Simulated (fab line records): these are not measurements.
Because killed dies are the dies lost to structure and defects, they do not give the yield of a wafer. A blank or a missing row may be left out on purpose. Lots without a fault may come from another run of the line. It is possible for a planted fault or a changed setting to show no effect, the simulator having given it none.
The tool behind it: which one? || flow gf180mcu || 14 lots, 42 wafers sampled, at 6 steps of a route of 602

## WHAT THE GAUGES SHOWED, per wafer
GF_STI_THK_MEAS_22.
{"lot": "L351", "measured": "day 2 05:23", "on": "film_metro-02", "STI_OXIDATION_01_THK (nm)": "14.84 14.97 15.09"}
{"lot": "L353", "measured": "day 2 13:44", "on": "film_metro-02", "STI_OXIDATION_01_THK (nm)": "15.26 15.44 15.41"}
{"lot": "L355", "measured": "day 2 23:39", "on": "film_metro-02", "STI_OXIDATION_01_THK (nm)": "15.33 15.00 15.36"}
{"lot": "L357", "measured": "day 3 10:50", "on": "film_metro-02", "STI_OXIDATION_01_THK (nm)": "14.78 14.84 14.87"}
{"lot": "L359", "measured": "day 3 20:37", "on": "film_metro-02", "STI_OXIDATION_01_THK (nm)": "15.15 15.33 15.12"}
{"lot": "L365", "measured": "day 5 06:15", "on": "film_metro-02", "STI_OXIDATION_01_THK (nm)": "15.09 14.86 14.94"}
{"lot": "L367", "measured": "day 5 15:55", "on": "film_metro-01", "STI_OXIDATION_01_THK (nm)": "14.65 14.92 14.95"}
{"lot": "L366", "measured": "day 5 16:38", "on": "film_metro-02", "STI_OXIDATION_01_THK (nm)": "15.05 15.23 14.96"}
{"lot": "L368", "measured": "day 5 22:36", "on": "film_metro-01", "STI_OXIDATION_01_THK (nm)": "14.21 14.37 14.32"}
{"lot": "L369", "measured": "day 6 00:50", "on": "film_metro-02", "STI_OXIDATION_01_THK (nm)": "15.01 14.99 14.80"}
{"lot": "L371", "measured": "day 6 09:11", "on": "film_metro-01", "STI_OXIDATION_01_THK (nm)": "15.16 15.20 14.89"}
{"lot": "L373", "measured": "day 6 22:10", "on": "film_metro-02", "STI_OXIDATION_01_THK (nm)": "15.11 15.37 15.36"}
{"lot": "L372", "measured": "day 6 22:10", "on": "film_metro-01", "STI_OXIDATION_01_THK (nm)": "15.23 15.30 14.89"}
{"lot": "L374", "measured": "day 7 06:14", "on": "film_metro-01", "STI_OXIDATION_01_THK (nm)": "15.66 15.74 15.48"}

GF_LVPWELL_TW_MEAS_11.
{"lot": "L351", "measured": "day 3 21:56", "on": "film_metro-01", "LVPWELL_TW": "565 564 569"}
{"lot": "L353", "measured": "day 4 08:35", "on": "film_metro-03", "LVPWELL_TW": "568 568 565"}
{"lot": "L355", "measured": "day 4 17:45", "on": "film_metro-01", "LVPWELL_TW": "564 568 567"}
{"lot": "L357", "measured": "day 5 05:44", "on": "film_metro-04", "LVPWELL_TW": "561 562 563"}
{"lot": "L359", "measured": "day 5 15:46", "on": "film_metro-03", "LVPWELL_TW": "565 564 562"}
{"lot": "L365", "measured": "day 7 06:41", "on": "film_metro-01", "LVPWELL_TW": "620 615 618"}
{"lot": "L367", "measured": "day 7 15:19", "on": "film_metro-04", "LVPWELL_TW": "562 558 561"}
{"lot": "L366", "measured": "day 7 16:19", "on": "film_metro-03", "LVPWELL_TW": "622 623 622"}
{"lot": "L368", "measured": "day 7 22:44", "on": "film_metro-01", "LVPWELL_TW": "564 563 563"}
{"lot": "L369", "measured": "day 8 01:41", "on": "film_metro-04", "LVPWELL_TW": "563 563 560"}
{"lot": "L371", "measured": "day 8 13:50", "on": "film_metro-03", "LVPWELL_TW": "564 564 564"}
{"lot": "L373", "measured": "day 9 03:01", "on": "film_metro-03", "LVPWELL_TW": "569 568 564"}
{"lot": "L372", "measured": "day 9 03:08", "on": "film_metro-03", "LVPWELL_TW": "565 563 566"}
{"lot": "L374", "measured": "day 9 12:47", "on": "film_metro-04", "LVPWELL_TW": "564 567 565"}

GF_VT_IMPLANT_OVL_MEAS_07.
{"lot": "L351", "measured": "day 5 13:53", "on": "overlay-02", "VT_IMPLANT_OVL (nm)": "-0.2 1.2 0.1"}
{"lot": "L353", "measured": "day 6 02:08", "on": "overlay-01", "VT_IMPLANT_OVL (nm)": "-1.4 0.3 -0.8"}
{"lot": "L355", "measured": "day 6 13:03", "on": "overlay-02", "VT_IMPLANT_OVL (nm)": "1.2 0.2 -0.8"}
{"lot": "L357", "measured": "day 7 02:28", "on": "overlay-01", "VT_IMPLANT_OVL (nm)": "-0.4 -1.1 -1.5"}
{"lot": "L359", "measured": "day 7 12:51", "on": "overlay-01", "VT_IMPLANT_OVL (nm)": "0.1 1.1 1.9"}
{"lot": "L365", "measured": "day 9 08:01", "on": "overlay-01", "VT_IMPLANT_OVL (nm)": "-0.9 -2.6 -2.8"}
{"lot": "L367", "measured": "day 9 18:36", "on": "overlay-02", "VT_IMPLANT_OVL (nm)": "1.6 0.8 0.9"}
{"lot": "L366", "measured": "day 9 18:45", "on": "overlay-01", "VT_IMPLANT_OVL (nm)": "0.6 1.6 0.6"}
{"lot": "L368", "measured": "day 10 01:46", "on": "overlay-02", "VT_IMPLANT_OVL (nm)": "1.3 1.9 0.9"}
{"lot": "L369", "measured": "day 10 04:21", "on": "overlay-01", "VT_IMPLANT_OVL (nm)": "0.1 -0.2 0.9"}
{"lot": "L371", "measured": "day 10 16:33", "on": "overlay-02", "VT_IMPLANT_OVL (nm)": "-0.8 -1.1 -1.6"}
{"lot": "L373", "measured": "day 11 08:00", "on": "overlay-01", "VT_IMPLANT_OVL (nm)": "0.8 1.5 2.2"}
{"lot": "L372", "measured": "day 11 08:34", "on": "overlay-01", "VT_IMPLANT_OVL (nm)": "-2.1 -1.4 0.5"}
{"lot": "L374", "measured": "day 11 19:42", "on": "overlay-01", "VT_IMPLANT_OVL (nm)": "2.2 1.7 0.7"}

GF_VT_IMPLANT_RS_MEAS_48: a four-point-probe measurement.
{"lot": "L351", "measured": "day 7 11:35", "on": "film_metro-01", "LVPWELL_RS (ohm/sq)": "1190.8 1195.2 1193.1"}
{"lot": "L353", "measured": "day 8 00:53", "on": "film_metro-04", "LVPWELL_RS (ohm/sq)": "1194.2 1189.8 1191.8"}
{"lot": "L355", "measured": "day 8 13:14", "on": "film_metro-01", "LVPWELL_RS (ohm/sq)": "1189.3 1193.1 1194.9"}
{"lot": "L357", "measured": "day 9 02:58", "on": "film_metro-04", "LVPWELL_RS (ohm/sq)": "1195.0 1192.0 1196.0"}
{"lot": "L359", "measured": "day 9 14:17", "on": "film_metro-01", "LVPWELL_RS (ohm/sq)": "1197.6 1194.4 1197.0"}
{"lot": "L365", "measured": "day 11 13:14", "on": "film_metro-03", "LVPWELL_RS (ohm/sq)": "1410.8 1413.0 1410.0"}
{"lot": "L367", "measured": "day 12 02:14", "on": "film_metro-04", "LVPWELL_RS (ohm/sq)": "1193.9 1192.9 1192.1"}
{"lot": "L366", "measured": "day 12 02:49", "on": "film_metro-04", "LVPWELL_RS (ohm/sq)": "1405.1 1402.4 1401.9"}
{"lot": "L368", "measured": "day 12 09:41", "on": "film_metro-04", "LVPWELL_RS (ohm/sq)": "1190.7 1193.6 1191.5"}
{"lot": "L369", "measured": "day 12 12:40", "on": "film_metro-04", "LVPWELL_RS (ohm/sq)": "1195.5 1192.1 1195.6"}
{"lot": "L371", "measured": "day 13 03:03", "on": "film_metro-04", "LVPWELL_RS (ohm/sq)": "1192.0 1194.3 1190.9"}
{"lot": "L373", "measured": "day 13 19:08", "on": "film_metro-04", "LVPWELL_RS (ohm/sq)": "1196.9 1194.4 1195.5"}
{"lot": "L372", "measured": "day 13 20:09", "on": "film_metro-04", "LVPWELL_RS (ohm/sq)": "1190.6 1193.0 1192.0"}
{"lot": "L374", "measured": "day 14 09:02", "on": "film_metro-01", "LVPWELL_RS (ohm/sq)": "1195.3 1196.0 1190.7"}

GF_DUAL_GATE_OVL_MEAS_11.
{"lot": "L351", "measured": "day 8 06:44", "on": "overlay-01", "DUAL_GATE_OVL (nm)": "-2.0 -0.7 -1.7"}
{"lot": "L353", "measured": "day 8 20:00", "on": "overlay-02", "DUAL_GATE_OVL (nm)": "-1.0 -2.1 -1.4"}
{"lot": "L355", "measured": "day 9 08:34", "on": "overlay-01", "DUAL_GATE_OVL (nm)": "1.3 -0.2 1.8"}
{"lot": "L357", "measured": "day 9 23:11", "on": "overlay-02", "DUAL_GATE_OVL (nm)": "-0.4 -0.6 -0.2"}
{"lot": "L359", "measured": "day 10 09:59", "on": "overlay-02", "DUAL_GATE_OVL (nm)": "2.0 0.6 3.1"}
{"lot": "L365", "measured": "day 12 09:50", "on": "overlay-02", "DUAL_GATE_OVL (nm)": "1.9 2.9 2.2"}
{"lot": "L367", "measured": "day 12 23:41", "on": "overlay-02", "DUAL_GATE_OVL (nm)": "2.9 3.4 2.7"}
{"lot": "L366", "measured": "day 13 00:09", "on": "overlay-01", "DUAL_GATE_OVL (nm)": "-1.8 -0.2 -1.3"}
{"lot": "L368", "measured": "day 13 08:06", "on": "overlay-02", "DUAL_GATE_OVL (nm)": "1.8 1.5 1.2"}
{"lot": "L369", "measured": "day 13 11:15", "on": "overlay-02", "DUAL_GATE_OVL (nm)": "2.9 2.3 2.1"}
{"lot": "L371", "measured": "day 14 01:08", "on": "overlay-02", "DUAL_GATE_OVL (nm)": "0.2 0.3 -1.1"}
{"lot": "L373", "measured": "day 14 17:39", "on": "overlay-02", "DUAL_GATE_OVL (nm)": "1.5 2.8 1.7"}
{"lot": "L372", "measured": "day 14 18:51", "on": "overlay-01", "DUAL_GATE_OVL (nm)": "-0.9 0.8 0.5"}
{"lot": "L374", "measured": "day 15 06:59", "on": "overlay-02", "DUAL_GATE_OVL (nm)": "0.8 1.4 1.2"}

## TOOL THAT RAN EACH LOT (tool first, then ch and the chambers of the sampled wafers, then the start)
{"lot": "L351", "GF_LVPWELL_IMPLANT_08": "implanter-03 ch 0, day 3 21:32"}
{"lot": "L353", "GF_LVPWELL_IMPLANT_08": "implanter-03 ch 0, day 4 08:11"}
{"lot": "L355", "GF_LVPWELL_IMPLANT_08": "implanter-03 ch 0, day 4 17:23"}
{"lot": "L357", "GF_LVPWELL_IMPLANT_08": "implanter-03 ch 0, day 5 05:20"}
{"lot": "L359", "GF_LVPWELL_IMPLANT_08": "implanter-02 ch 0, day 5 15:23"}
{"lot": "L365", "GF_LVPWELL_IMPLANT_08": "implanter-03 ch 0, day 7 06:17"}
{"lot": "L367", "GF_LVPWELL_IMPLANT_08": "implanter-02 ch 0, day 7 14:56"}
{"lot": "L366", "GF_LVPWELL_IMPLANT_08": "implanter-03 ch 0, day 7 15:55"}
{"lot": "L368", "GF_LVPWELL_IMPLANT_08": "implanter-04 ch 0, day 7 22:20"}
{"lot": "L369", "GF_LVPWELL_IMPLANT_08": "implanter-04 ch 0, day 8 01:19"}
{"lot": "L371", "GF_LVPWELL_IMPLANT_08": "implanter-04 ch 0, day 8 13:27"}
{"lot": "L373", "GF_LVPWELL_IMPLANT_08": "implanter-02 ch 0, day 9 02:38"}
{"lot": "L372", "GF_LVPWELL_IMPLANT_08": "implanter-04 ch 0, day 9 02:46"}
{"lot": "L374", "GF_LVPWELL_IMPLANT_08": "implanter-02 ch 0, day 9 12:25"}
- GF_LVPWELL_IMPLANT_08

## WHAT THE TOOLS THEMSELVES READ (means of the sampled wafers that have a number; where no wafer has one, the mark that the record gives instead)
GF_LVPWELL_IMPLANT_08.
{"lot": "L351", "tool": "implanter-03", "tilt_deg (degrees)": 0.018}
{"lot": "L353", "tool": "implanter-03", "tilt_deg (degrees)": -0.005}
{"lot": "L355", "tool": "implanter-03", "tilt_deg (degrees)": 0.007}
{"lot": "L357", "tool": "implanter-03", "tilt_deg (degrees)": 0.024}
{"lot": "L359", "tool": "implanter-02", "tilt_deg (degrees)": -0.014}
{"lot": "L365", "tool": "implanter-03", "tilt_deg (degrees)": 4.824}
{"lot": "L367", "tool": "implanter-02", "tilt_deg (degrees)": 0.005}
{"lot": "L366", "tool": "implanter-03", "tilt_deg (degrees)": 4.863}
{"lot": "L368", "tool": "implanter-04", "tilt_deg (degrees)": 0.016}
{"lot": "L369", "tool": "implanter-04", "tilt_deg (degrees)": -0.001}
{"lot": "L371", "tool": "implanter-04", "tilt_deg (degrees)": 0.019}
{"lot": "L373", "tool": "implanter-02", "tilt_deg (degrees)": -0.012}
{"lot": "L372", "tool": "implanter-04", "tilt_deg (degrees)": -0.011}
{"lot": "L374", "tool": "implanter-02", "tilt_deg (degrees)": 0.009}

## THE ANSWER, worked out from the rows above alone
Rule: what is usual is taken from the lots themselves. The widest of any qualifying gaps counts: lots, ordered by their means at a reading, are off when they make up no more than a third of the lots, leave a main group of 4 or more, and stand apart from it by 3 or more times the standard deviation of that group's means. A main group is skipped when, at the precision printed for the reading in the tables above, its means are all equal. A lot without any number at a reading at which 4 lots or more have one is off too. Any other lot the step has rows for is counted as sound. First the gauges in route order, then the tools' own readings, where a lot's mean is used as printed above. The first step at which some lot is off is used, and at that step the reading that is off furthest; a lot without a number counts as furthest.
Off: L365, L366, seen at GF_LVPWELL_TW_MEAS_11 (LVPWELL_TW). The main group has a mean of 564 with a standard deviation of 2.1.
If a tool, at a process step before that reading, ran all the lots that are off and no sound lot after the first of them, it fits. Not tried: the gauges at GF_LVPWELL_TW_MEAS_11; whatever is off there is also off at GF_LVPWELL_IMPLANT_08, on other tools, and gauge error can't account for it. One fits: GF_LVPWELL_IMPLANT_08 on implanter-03. A fault onset in the window from L357 (day 5 05:20, its last sound lot) to L365 (day 7 06:17, its first lot off) fits.
The tool's own readings at GF_LVPWELL_IMPLANT_08 bear it out: on the lots that are off they differ by more than 5 times the standard deviation of the sound lots' means. tilt_deg reads 4.844 degrees there against 0.005 degrees on the sound lots.

## WHAT THE SIMULATOR HAD INSERTED
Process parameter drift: implanter-03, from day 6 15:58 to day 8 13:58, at GF_LVPWELL_IMPLANT_08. A move of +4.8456 in setting tilt_deg, from 0. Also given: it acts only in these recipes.
Lots struck among those shown: L365, L366. Same finding as the rule above.
